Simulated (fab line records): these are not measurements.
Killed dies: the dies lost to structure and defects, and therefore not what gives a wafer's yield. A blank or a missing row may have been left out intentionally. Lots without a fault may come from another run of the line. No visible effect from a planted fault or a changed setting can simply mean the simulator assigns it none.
Code-filled problem report in 8D (eight disciplines) form ; flow sfq-line ; the parts of the form that need people (team, actions taken, sign-off) are left out

1. WHAT IS WRONG
Mean of oes-product-au at SFQ_TRILAYER_C5_ETCH_VIA_ETCH_154: 1.004 a.u. across 2 wafers in 2 lots; on wafers with no fault it is 0.897 a.u. (standard deviation 0.0095). Relative to the usual mean, that is a shift of +11 standard deviations.
The step: etches SiO2 in CHF3, stops on Nb, target depth 84 nm.
Seen first at day 58 18:38 on rie-diel-01, wafer L934.2. At this step, 42 wafers from 14 lots have a number in the record. The rule behind "out" and "out of limits": a value lying over 4 standard deviations away from the usual mean. The other wafers with a number count as sound.

2. WHAT IT IS; WHAT IT IS NOT
question;is;is not
which readings at this step;oes-product-au;drypump-motor-current-A
which lots;L934, L939;L926, L928, L930, L931, L932, L933, L943, L944, L946, L947, L948, L949
which wafers of those lots;L934.2, L939.2;L934.3, L934.4, L939.4, L939.6
read on which tools;rie-diel-01;rie-diel-02, rie-diel-03
when;from day 58 18:38;"up to then (20 sound wafers); but 20 sound wafers of L939, L943, L944, L946, L947, L948, L949 came after"

3. THE SUSPECTS, EACH WITH WHAT RULES IT OUT
Counting: any tool at a process step up to the reading remains a suspect provided it ran every lot that is out. Sound lots after the first of them don't rule it out here, since some wafers of a struck lot are sound.
- pecvd-04 at SFQ_TRILAYER_A5C_DEP_PECVD_142 (deposits SiO2 from SiH4/N2O, time 15.556 s, target thk 70 nm): kept. Ran every lot that is out, first one L934 (day 54 05:14); last sound lot up to then L933 (day 53 21:11).
- rie-diel-01 at SFQ_TRILAYER_C5_ETCH_VIA_ETCH_154 (etches SiO2 in CHF3, stops on Nb, target depth 84 nm): kept. Ran every lot that is out, first one L934 (day 58 18:38); last sound lot up to then L933 (day 58 11:26). Its own oes-product-au readings are out on those wafers.
The count leaves rie-diel-01 at SFQ_TRILAYER_C5_ETCH_VIA_ETCH_154 and pecvd-04 at SFQ_TRILAYER_A5C_DEP_PECVD_142.

4. THE CAUSE (what the simulator had put in)
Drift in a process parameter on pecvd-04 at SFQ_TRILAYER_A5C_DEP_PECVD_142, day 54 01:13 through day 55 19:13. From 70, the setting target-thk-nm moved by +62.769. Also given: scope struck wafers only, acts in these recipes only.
Of the 2 suspects that counting leaves, this tool is one.

5. SEQUENCE OF EFFECTS, ordered by route
Each row: a reading whose mean over the struck wafers that have a number lies more than 3 standard deviations from the usual. Scope: only readings with a usual standard deviation given in the record; hours: median across lots of the time from each lot's start at the first step in this table that gives one to its start at this step; sigmas: change in usual standard deviations.
hours;step;reading;usual;on struck wafers;change;sigmas
0;SFQ_TRILAYER_C5_ETCH_VIA_ETCH_154;oes-product-au;0.897 a.u.;1.004;+0.107;+11
Here are the process steps it includes:
- SFQ_TRILAYER_C5_ETCH_VIA_ETCH_154: etches SiO2 in CHF3, stops on Nb, target depth 84 nm.
Later steps that measure or inspect, where all struck wafers having a row at the step show a number for every such reading and not one has moved that far: SFQ_M6_OVL_MEAS_940.

6. HOW IT WOULD HAVE BEEN CAUGHT EARLIER
113 hours passed between the start of the fault at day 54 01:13 and the first reading out of limits in this record, taken at day 58 18:38.
An alarm limit of 4 standard deviations would not have fired on the tool readings at SFQ_TRILAYER_A5C_DEP_PECVD_142 for which the record gives a usual standard deviation, since none of them was out on any struck wafer.
By day 58 18:38 the whole set of lots that are out, 2 in number, had already begun SFQ_TRILAYER_A5C_DEP_PECVD_142 on pecvd-04. Had the tool been put on hold then, not one of them would have been saved.
